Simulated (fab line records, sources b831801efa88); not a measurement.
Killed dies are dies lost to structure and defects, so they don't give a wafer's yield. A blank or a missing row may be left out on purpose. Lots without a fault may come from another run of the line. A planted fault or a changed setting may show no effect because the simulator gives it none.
fab line records | flow gf180mcu
record lots=6 wafers=18 last_day=33
route steps=602 shown VT_IMPLANT@135 MVSD@136 NWELL@137 LVPWELL@138 MVPSD@139 DUAL_GATE@141
lots that met no fault: from a run of the same line without faults
start_h: hours from the record's first day to the start of the lot's first wafer shown | wait_h: hours since the lot's step before | " the same as in the row above | L1.1+2: a row that stands for several wafers | - no value, or no start given | * or withheld: withheld | < > ~ a bound
route shown NAME@n: a module of which the file shows steps, and the number in the route of the first | usual: mean/standard deviation of fault-free wafers | same: alike in all rows | chamber/n: place in a boat | sites: the reading at each site | _std_site: their standard deviation | _edge_site: outer sites' mean less inner sites' | radius_mm: how far each site lies from the wafer's centre | mask NAME#n: copy n | behind: the tool/chamber that last shaped the wafer | hold: why the lot was held/for how many hours/how that ended | device: the transistor (n, p or np) that didn't switch | end of line: the same wafers' tests at the end of the route | a step without rows: its recipe alone | killed: dies lost to structure and defects at the first sort, not the wafer's yield | map: a wafer's dies, x killed, . not, _ none there
set.NAME: the setting as run; set.NAME@STEP: as run at that earlier step | model.NAME: the simulator's own value behind a step, which no gauge read
lots at some steps of the route; a table a step, a row a wafer
services: from which hour (start_h, from the record's first day; less than 0 if before it) a tool's chamber was out of use, for how many hours, and why
## steps
# step GF_VT_IMPLANT_RTA_45
# recipe temp_c=1050 time_s=30 ambient=N2
# usual lamp_power_pct=37/3.8 wafer_temp_C_max=1059.2/1.6
# columns lot.wafer tool chamber start_h wait_h lamp_power_pct wafer_temp_C_max
L428.1 rtp_anneal-01 0 165.82 0.0 43 1058.0
L428.2 " 0 " " 43 1059.1
L428.6 " 0 " " 43 1058.8
L433.1 rtp_anneal-02 0 196.81 0.0 34 1058.0
L433.3 " 0 " " 34 1057.5
L433.6 " 0 " " 34 1057.7
L441.3 rtp_anneal-02 0 249.60 0.0 34 1058.6
L441.4 " 0 " " 34 1058.6
L441.5 " 0 " " 34 1060.2
L443.2 rtp_anneal-02 0 262.05 0.0 34 1060.1
L443.4 " 0 " " 34 1058.9
L443.6 " 0 " " 34 1059.5
L447.3 rtp_anneal-01 0 288.20 0.0 43 1058.1
L447.4 " 0 " " 43 1058.2
L447.6 " 0 " " 43 1057.9
L448.1 rtp_anneal-02 0 294.51 0.0 34 1057.3
L448.2 " 0 " " 34 1059.0
L448.6 " 0 " " 34 1059.1
# step GF_VT_IMPLANT_RS_MEAS_46
# recipe thk_meas_gauge=four-point-probe
# usual MVSD_RS=456.6/1.4
# columns lot.wafer tool chamber start_h wait_h MVSD_RS[ohm/sq]
L428.1 film_metro-03 - 165.92 0.1 454.8
L428.2 " - " " 456.1
L428.6 " - " " 454.5
L433.1 film_metro-04 - 196.91 0.1 456.3
L433.3 " - " " 455.8
L433.6 " - " " 455.4
L441.3 film_metro-04 - 249.70 0.1 454.9
L441.4 " - " " 455.6
L441.5 " - " " 455.5
L443.2 film_metro-04 - 262.15 0.1 456.6
L443.4 " - " " 457.7
L443.6 " - " " 457.3
L447.3 film_metro-04 - 288.31 0.1 453.4
L447.4 " - " " 454.6
L447.6 " - " " 454.2
L448.1 film_metro-01 - 294.61 0.1 455.9
L448.2 " - " " 456.9
L448.6 " - " " 456.7
# step GF_VT_IMPLANT_RS_MEAS_47
# recipe thk_meas_gauge=four-point-probe
# usual NWELL_RS=488.1/1.3
# columns lot.wafer tool chamber start_h wait_h NWELL_RS[ohm/sq]
L428.1 film_metro-03 - 166.04 0.1 485.1
L428.2 " - " " 485.2
L428.6 " - " " 483.6
L433.1 film_metro-04 - 197.03 0.1 486.6
L433.3 " - " " 488.5
L433.6 " - " " 485.7
L441.3 film_metro-04 - 249.82 0.1 488.5
L441.4 " - " " 487.5
L441.5 " - " " 488.4
L443.2 film_metro-04 - 262.27 0.1 487.3
L443.4 " - " " 488.9
L443.6 " - " " 488.5
L447.3 film_metro-04 - 288.43 0.1 487.2
L447.4 " - " " 486.6
L447.6 " - " " 487.3
L448.1 film_metro-01 - 294.73 0.1 488.1
L448.2 " - " " 489.0
L448.6 " - " " 488.1
# step GF_VT_IMPLANT_RS_MEAS_48
# recipe thk_meas_gauge=four-point-probe
# usual LVPWELL_RS=1198/3.2
# columns lot.wafer tool chamber start_h wait_h LVPWELL_RS[ohm/sq]
L428.1 film_metro-03 - 166.16 0.1 1200
L428.2 " - " " 1200
L428.6 " - " " 1196
L433.1 film_metro-04 - 197.15 0.1 1199
L433.3 " - " " 1200
L433.6 " - " " 1199
L441.3 film_metro-04 - 249.94 0.1 1204
L441.4 " - " " 1206
L441.5 " - " " 1202
L443.2 film_metro-04 - 262.39 0.1 1203
L443.4 " - " " 1203
L443.6 " - " " 1202
L447.3 film_metro-04 - 288.55 0.1 1197
L447.4 " - " " 1198
L447.6 " - " " 1199
L448.1 film_metro-01 - 294.85 0.1 1198
L448.2 " - " " 1199
L448.6 " - " " 1203
# step GF_VT_IMPLANT_RS_MEAS_49
# recipe thk_meas_gauge=four-point-probe
# usual MVPSD_RS=1170/3.2
# columns lot.wafer tool chamber start_h wait_h MVPSD_RS[ohm/sq]
L428.1 film_metro-03 - 166.28 0.1 1167
L428.2 " - " " 1169
L428.6 " - " " 1169
L433.1 film_metro-04 - 197.27 0.1 1166
L433.3 " - " " 1168
L433.6 " - " " 1170
L441.3 film_metro-04 - 250.06 0.1 1170
L441.4 " - " " 1171
L441.5 " - " " 1171
L443.2 film_metro-04 - 262.51 0.1 1164
L443.4 " - " " 1169
L443.6 " - " " 1169
L447.3 film_metro-04 - 288.67 0.1 1166
L447.4 " - " " 1164
L447.6 " - " " 1163
L448.1 film_metro-01 - 294.97 0.1 1169
L448.2 " - " " 1174
L448.6 " - " " 1169
# step GF_VT_IMPLANT_WET_ETCH_50
# recipe chemistry=dHF target_depth_nm=20 target=SiO2 temp_c=25 dilution=100:1 time_s=400
# step GF_DUAL_GATE_CLEAN_00
# recipe chemistry=SC1/SC2 mix=1:4:20 temp_c=70 time_s=150
# step GF_DUAL_GATE_CLEAN_01
# recipe chemistry=dHF time_s=20 dilution=100:1 dry=ipa_marangoni
# step GF_DUAL_GATE_OXIDATION_02
# recipe temp_c=900 ambient=O2 stabilise_s=600 purge_s=300 target_thk_a=108.87 ox_time_s=1602
# step GF_DUAL_GATE_THK_MEAS_03
# recipe reads=SiO2_of_DUAL_GATE_OXIDATION_02
# usual DUAL_GATE_OXIDATION_00_THK=10.96/0.18
# columns lot.wafer tool chamber start_h wait_h DUAL_GATE_OXIDATION_00_THK[nm]
L428.1 film_metro-02 - 168.03 0.0 10.82
L428.2 " - " " 11.22
L428.6 " - " " 10.93
L433.1 film_metro-04 - 201.44 0.0 10.74
L433.3 " - " " 10.68
L433.6 " - " " 10.80
L441.3 film_metro-01 - 252.89 0.0 11.04
L441.4 " - " " 10.96
L441.5 " - " " 11.03
L443.2 film_metro-04 - 264.51 0.0 11.15
L443.4 " - " " 10.99
L443.6 " - " " 11.09
L447.3 film_metro-02 - 290.40 0.0 10.85
L447.4 " - " " 10.95
L447.6 " - " " 10.86
L448.1 film_metro-04 - 297.18 0.0 11.04
L448.2 " - " " 11.08
L448.6 " - " " 11.09
# step GF_DUAL_GATE_DEHYDRATE_04
# recipe temp_c=200 time_s=60
# step GF_DUAL_GATE_HMDS_05
# recipe prime_time_s=60 prime_temp_c=120
# step GF_DUAL_GATE_COAT_06
# recipe resist=NOVOLAK spin_rpm=3000 resist_thk_nm=1000
# usual spin_speed_rpm=3000.1/1.8
# columns lot.wafer tool chamber start_h wait_h spin_speed_rpm model.NOVOLAK_of_DUAL_GATE_COAT_06.thk_nm
L428.1 litho_track-01 0 175.82 0.1 2999.8 1005
L428.2 " 0 " " 2998.1 1007
L428.6 " 0 " " 3001.9 1005
L433.1 litho_track-01 0 209.52 0.1 3000.4 1003
L433.3 " 0 " " 3000.6 1000
L433.6 " 0 " " 3002.5 1005
L441.3 litho_track-01 0 262.47 0.1 2578.5 1081
L441.4 " 0 " " 2575.7 1082
L441.5 " 0 " " 2576.8 1083
L443.2 litho_track-01 0 273.15 0.1 2576.2 1080
L443.4 " 0 " " 2576.4 1082
L443.6 " 0 " " 2578.1 1081
L447.3 litho_track-04 0 300.27 0.1 3002.1 999.6
L447.4 " 0 " " 2998.8 1000
L447.6 " 0 " " 3000.8 996.5
L448.1 litho_track-04 0 306.97 0.1 3000.6 1002
L448.2 " 0 " " 2998.5 1001
L448.6 " 0 " " 2998.8 1002
# step GF_DUAL_GATE_SOFTBAKE_07
# recipe temp_c=90 time_s=60 resist=NOVOLAK
# step GF_DUAL_GATE_EXPOSE_08
# recipe mask_id=Dualgate target_cd_nm=700 na=0.6 source_shape=conventional sigma_outer=0.6 dose_mj=140
# step GF_DUAL_GATE_PEB_09
# recipe temp_c=withheld time_s=* resist=NOVOLAK
# step GF_DUAL_GATE_DEVELOP_10
# recipe develop_time_s=60 dev_temp_c=23
# columns lot.wafer tool chamber start_h wait_h model.NOVOLAK_of_DUAL_GATE_COAT_06.thk_nm
L428.1 litho_track-04 0 184.52 0.1 1004
L428.2 " 0 " " 1006
L428.6 " 0 " " 1005
L433.1 litho_track-03 0 217.97 0.1 1003
L433.3 " 0 " " 999.7
L433.6 " 0 " " 1005
L441.3 litho_track-04 0 271.42 0.1 1081
L441.4 " 0 " " 1082
L441.5 " 0 " " 1083
L443.2+6 litho_track-03 0 283.20 0.1 1080
L443.4 " 0 " " 1082
L447.3 litho_track-04 0 310.32 0.1 999.2
L447.4 " 0 " " 999.8
L447.6 " 0 " " 996.1
L448.1+6 litho_track-03 0 316.87 0.1 1001
L448.2 " 0 " " 1000
# step GF_DUAL_GATE_OVL_MEAS_11
# usual DUAL_GATE_OVL=0.2/1.4
# columns lot.wafer tool chamber start_h wait_h DUAL_GATE_OVL[nm]
L428.1 overlay-02 - 184.67 0.1 0.1
L428.2 " - " " 0.6
L428.6 " - " " 0.8
L433.1 overlay-01 - 218.12 0.1 -0.6
L433.3 " - " " -0.8
L433.6 " - " " -1.0
L441.3 overlay-02 - 271.53 0.1 1.6
L441.4 " - " " 1.2
L441.5 " - " " 2.2
L443.2 overlay-02 - 283.33 0.1 0.8
L443.4 " - " " -1.1
L443.6 " - " " -1.3
L447.3 overlay-02 - 310.43 0.1 0.6
L447.4 " - " " 1.9
L447.6 " - " " 4.4
L448.1 overlay-02 - 317.02 0.1 -0.6
L448.2 " - " " -1.5
L448.6 " - " " -1.6
# step GF_DUAL_GATE_WET_ETCH_12
# recipe chemistry=dHF target_depth_nm=13 dry=n2_spin target=SiO2 temp_c=25 dilution=100:1 time_s=260
# step GF_DUAL_GATE_STRIP_13
# recipe chemistry=O2/N2 power_w=1400 pressure_mtorr=1500 platen_temp_c=250 o2_flow_sccm=3000 n2_flow_sccm=300 overash_fraction=0.5
# usual drypump_motor_current_A=5.4/0.32 heater_power_w=347/52 oes_product_au=0.716/0.0047 strip_time_to_endpoint_s=12.64/0.04
# columns lot.wafer tool chamber start_h wait_h drypump_motor_current_A heater_power_w oes_product_au rf_hours_counter_h strip_time_to_endpoint_s
L428.1 plasma_asher-03 1 184.79 0.0 5.4 317 0.719 7 12.67
L428.2 " 0 " " 5.0 430 0.717 7 12.71
L428.6 " 0 " " 5.0 441 0.723 - 12.67
L433.1 plasma_asher-04 1 218.24 0.0 4.9 325 0.727 41 12.66
L433.3 " 1 " " 4.9 330 0.715 - 12.63
L433.6 " 1 " " 4.9 329 0.712 - 12.69
L441.3 plasma_asher-02 0 271.75 0.0 5.7 280 0.717 - 13.49
L441.4 " 1 " " 5.8 342 0.712 - 13.50
L441.5 " 1 " " 5.8 344 0.719 - 13.52
L443.2 plasma_asher-03 0 283.44 0.0 5.0 447 0.719 16 13.47
L443.4 " 0 " " 5.0 450 0.719 - 13.50
L443.6 " 0 " " 5.0 430 0.704 - 13.48
L447.3 plasma_asher-03 1 310.57 0.0 5.4 327 0.723 - 12.63
L447.4 " 0 " " 5.0 434 0.714 - 12.61
L447.6 " 1 " " 5.4 323 0.720 - 12.59
L448.1 plasma_asher-04 0 317.14 0.0 5.5 390 0.717 51 12.64
L448.2 " 1 " " 4.9 321 0.716 51 12.63
L448.6 " 0 " " 5.5 388 0.712 - 12.65
# step GF_DUAL_GATE_CLEAN_14
# recipe chemistry=SC1/SC2 mix=1:4:20 temp_c=70 time_s=150 dry=n2_spin
## services
# columns tool chamber start_h hours kind
plasma_asher-03 - 207.45 6.0 repair
litho_track-01 - 228.18 - consumable_replace:filter
plasma_asher-02 - 239.30 5.8 repair
plasma_asher-04 - 311.77 3.7 repair
## key
first_sign step=GF_DUAL_GATE_COAT_06 reading=spin_speed_rpm direction=down sigmas=99+ usual=* struck=*
effect step=GF_DUAL_GATE_STRIP_13 reading=strip_time_to_endpoint_s direction=up sigmas=21 usual=* struck=*
model_effect step=GF_DUAL_GATE_COAT_06 value=NOVOLAK_of_DUAL_GATE_COAT_06.thk_nm without=1002 struck=1082
model_effect step=GF_DUAL_GATE_DEVELOP_10 value=NOVOLAK_of_DUAL_GATE_COAT_06.thk_nm without=1002 struck=1081
met_at GF_DUAL_GATE_COAT_06
struck_wafers L441.3,L441.4,L441.5,L443.2,L443.4,L443.6
tester_left_out L441,L443
onset_between 209.52 262.47
fault kind=process_parameter_drift tool=litho_track-01 chamber=- onset_h=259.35 steps=GF_DUAL_GATE_COAT_06 channel=spin_rpm offset=* shape=step end_h=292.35 acts_in=* stated=*
# tester_left_out: of these lots the tester's yield and bins aren't shown, on N5 and GAA mostly nor the transistor test; their killed dies are dies lost to structure and defects alone, not to doping, threshold or leakage, so they don't give the yield
